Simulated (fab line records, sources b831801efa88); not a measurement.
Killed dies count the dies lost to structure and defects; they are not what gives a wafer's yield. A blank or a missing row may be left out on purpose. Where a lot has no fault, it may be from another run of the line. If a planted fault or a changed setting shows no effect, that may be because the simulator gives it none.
Which of the tools did it? | flow gf180mcu | 13 lots, 39 wafers sampled, at 3 steps of a route of 602

WHAT THE GAUGES READ, wafer by wafer
GF_MIM_THK_MEAS_06. Usual: MIM_CVD_05_THK typically reads 41.8 nm, with standard deviation 0.53.
lot  | measured     | on            | MIM_CVD_05_THK (nm) | flag
L139 | day 24 13:46 | film metro-03 | 41.2 42.1 41.8      |
L140 | day 25 01:58 | film metro-03 | 41.4 41.0 41.5      |
L141 | day 25 08:17 | film metro-02 | 40.9 42.2 41.6      |
L143 | day 26 05:32 | film metro-02 | 42.0 41.3 42.8      |
L144 | day 26 09:02 | film metro-02 | 41.1 41.9 42.3      |
L146 | day 27 07:37 | film metro-02 | 41.8 41.6 42.1      |
L147 | day 27 09:05 | film metro-03 | 41.4 41.5 41.7      |
L149 | day 27 19:59 | film metro-02 | 41.6 41.3 41.6      |
L148 | day 27 22:50 | film metro-04 | 41.3 41.6 42.5      |
L156 | day 29 19:46 | film metro-03 | 41.5 41.7 42.6      |
L157 | day 30 06:17 | film metro-02 | 41.6 42.1 42.3      |
L158 | day 30 14:08 | film metro-02 | 41.3 42.4 42.2      |
L161 | day 31 16:54 | film metro-04 | 41.2 41.3 41.9      |

GF_MIM_THK_MEAS_11: measures by xrf. Usual: MIM_ALCU_THK typically reads 198.2 nm, with standard deviation 2.
lot  | measured     | on            | MIM_ALCU_THK (nm) | flag
L139 | day 24 14:02 | film metro-02 | 196.6 198.0 196.9 |
L140 | day 25 02:14 | film metro-02 | 198.4 200.4 199.4 |
L141 | day 25 08:34 | film metro-03 | 198.5 196.8 198.1 |
L143 | day 26 05:49 | film metro-03 | 197.8 198.1 197.9 |
L144 | day 26 09:19 | film metro-03 | 197.6 198.3 197.0 |
L146 | day 27 07:53 | film metro-03 | 198.5 198.8 200.1 |
L147 | day 27 09:22 | film metro-02 | 202.4 203.3 203.6 |
L149 | day 27 20:16 | film metro-02 | 196.5 198.8 199.3 |
L148 | day 27 23:07 | film metro-02 | 199.7 196.6 196.8 |
L156 | day 29 20:02 | film metro-02 | 201.6 199.2 198.5 |
L157 | day 30 06:34 | film metro-02 | 194.8 195.9 194.0 |
L158 | day 30 14:25 | film metro-04 | 198.7 198.0 199.0 |
L161 | day 31 17:11 | film metro-04 | 198.6 201.5 202.1 |

WHICH TOOL RAN EACH LOT (tool, then ch and the chambers of the sampled wafers, then the start)
lot  | GF_V4_SPUTTER_22
L139 | pvd sputter-02, day 24 12:52
L140 | pvd sputter-04, day 25 01:04
L141 | pvd sputter-01, day 25 05:20
L143 | pvd sputter-01, day 26 04:38
L144 | pvd sputter-01, day 26 07:50
L146 | pvd sputter-04, day 27 06:43
L147 | pvd sputter-02, day 27 08:11
L149 | pvd sputter-04, day 27 18:59
L148 | pvd sputter-04, day 27 21:51
L156 | pvd sputter-02, day 29 18:52
L157 | pvd sputter-01, day 30 05:23
L158 | pvd sputter-01, day 30 13:12
L161 | pvd sputter-04, day 31 16:01
- GF_V4_SPUTTER_22: material TiN, target thk 10 nm, time 40 s.

AS READ BY THE TOOLS THEMSELVES (means over the sampled wafers that have a number; for cases with no such wafer, the mark the record gives instead)
GF_V4_SPUTTER_22. Usual: chamber pressure pa 4.998 Pa, standard deviation 0.011; throttle valve pct 30.5 %, standard deviation 1.2.
lot  | tool           | chamber pressure pa (Pa) | throttle valve pct (%) | flag
L139 | pvd sputter-02 | 5.009                    | 29.6                   |
L140 | pvd sputter-04 | 4.989                    | 32.2                   |
L141 | pvd sputter-01 | 4.990                    | 30.3                   |
L143 | pvd sputter-01 | 4.995                    | 30.2                   |
L144 | pvd sputter-01 | 4.988                    | 30.3                   |
L146 | pvd sputter-04 | 4.997                    | 30.7                   |
L147 | pvd sputter-02 | 5.004                    | 30.6                   |
L149 | pvd sputter-04 | 5.002                    | 29.9                   |
L148 | pvd sputter-04 | 4.999                    | 29.8                   |
L156 | pvd sputter-02 | 5.007                    | 29.8                   |
L157 | pvd sputter-01 | 4.997                    | 30.4                   |
L158 | pvd sputter-01 | 4.994                    | 30.5                   |
L161 | pvd sputter-04 | 4.982                    | 31.5                   |

THE ANSWER, worked out from the rows above alone
Rule: take the mean of a lot's wafers that have a number; if it is more than 3 standard deviations from the usual mean, the lot is off. Also off: a lot with no number at a reading for which 4 or more lots have one. Where the step has rows for the other lots, those lots are counted as sound. After the gauges, taken in route order, come the tools' own readings; for these a lot's mean is taken, as printed above. At the first step where some lot is off, the reading lying furthest off is the one used; lots without a number count as furthest.
None of the lots is off at any reading shown; this tells nothing.

WHAT THE SIMULATOR PUT IN
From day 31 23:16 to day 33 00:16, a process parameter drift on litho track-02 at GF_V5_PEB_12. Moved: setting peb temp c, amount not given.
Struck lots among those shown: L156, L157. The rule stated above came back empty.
